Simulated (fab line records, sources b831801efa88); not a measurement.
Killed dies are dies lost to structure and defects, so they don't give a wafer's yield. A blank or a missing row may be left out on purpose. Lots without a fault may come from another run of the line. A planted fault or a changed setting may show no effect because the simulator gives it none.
Split-lot experiment | flow sky130 | 5 lots, 23 wafers read, on a route of 708 steps

THE SPLIT
At SKY_VIA4_CVD_18 (deposits W, target thk 505 nm, time 152.14 s), the setting pressure_torr was moved away from the recipe's 40 Torr on 15 of the 23 wafers read, by -5.6% to +9.9%. The other wafers ran this setting at the recipe's value.

The reading is taken at the split's own step.

THE READING
W_of_VIA4_CVD_18.thk_nm (the simulator's own value, which no gauge read), in nm, at SKY_VIA4_CVD_18 (deposits W, target thk 505 nm, time 152.14 s). The file gives no usual value for it. The 8 wafers here that ran the recipe average 498.1 nm, standard deviation 3.4 nm.

wafer  | tool, chamber at the split | pressure_torr as run, Torr | against the recipe | W_of_VIA4_CVD_18.thk_nm, nm | against lot-mates on the recipe
L076.1 | cvd_w-01, 0                | 38.4                       | -4.0%              | 487.5                       | no lot-mate on the recipe
L076.2 | cvd_w-01, 1                | 38.4                       | -4.0%              | 495.3                       | no lot-mate on the recipe
L076.3 | cvd_w-01, 1                | 38.4                       | -4.0%              | 493.1                       | no lot-mate on the recipe
L076.4 | cvd_w-01, 0                | 38.4                       | -4.0%              | 494.1                       | no lot-mate on the recipe
L076.5 | cvd_w-01, 0                | 38.4                       | -4.0%              | 489.6                       | no lot-mate on the recipe
L078.2 | cvd_w-01, 0                | 40                         | recipe             | 498.3                       | -
L078.5 | cvd_w-01, 0                | 40                         | recipe             | 502                         | -
L078.6 | cvd_w-01, 1                | 40                         | recipe             | 500.9                       | -
L079.2 | cvd_w-01, 1                | 40                         | recipe             | 497.8                       | -
L079.3 | cvd_w-01, 1                | 40                         | recipe             | 496                         | -
L079.4 | cvd_w-01, 1                | 40                         | recipe             | 490.7                       | -
L079.5 | cvd_w-01, 1                | 40                         | recipe             | 501.3                       | -
L079.6 | cvd_w-01, 1                | 40                         | recipe             | 497.7                       | -
L080.1 | cvd_w-01, 1                | 37.74                      | -5.6%              | 493.4                       | no lot-mate on the recipe
L080.2 | cvd_w-01, 1                | 37.74                      | -5.6%              | 490.5                       | no lot-mate on the recipe
L080.3 | cvd_w-01, 1                | 37.74                      | -5.6%              | 499.3                       | no lot-mate on the recipe
L080.4 | cvd_w-01, 1                | 37.74                      | -5.6%              | 488.8                       | no lot-mate on the recipe
L080.5 | cvd_w-01, 1                | 37.74                      | -5.6%              | 489.2                       | no lot-mate on the recipe
L085.1 | cvd_w-02, 0                | 43.95                      | +9.9%              | 526.3                       | no lot-mate on the recipe
L085.2 | cvd_w-02, 1                | 43.95                      | +9.9%              | 526.8                       | no lot-mate on the recipe
L085.3 | cvd_w-02, 1                | 43.95                      | +9.9%              | 524.1                       | no lot-mate on the recipe
L085.5 | cvd_w-02, 1                | 43.95                      | +9.9%              | 532                         | no lot-mate on the recipe
L085.6 | cvd_w-02, 0                | 43.95                      | +9.9%              | 523.8                       | no lot-mate on the recipe

THE FIT
A straight line over all 23 wafers: W_of_VIA4_CVD_18.thk_nm changes by +2.33 nm for each +1% of pressure_torr; r = +0.95; the points scatter about the line by 4.6 nm.
Too few moved wafers have a lot-mate on the recipe to fit a line with each lot's own level taken away.

THE FILE'S OWN FIT
W_of_VIA4_CVD_18.thk_nm changes by +2.33 nm for each +1% of pressure_torr, r = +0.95.
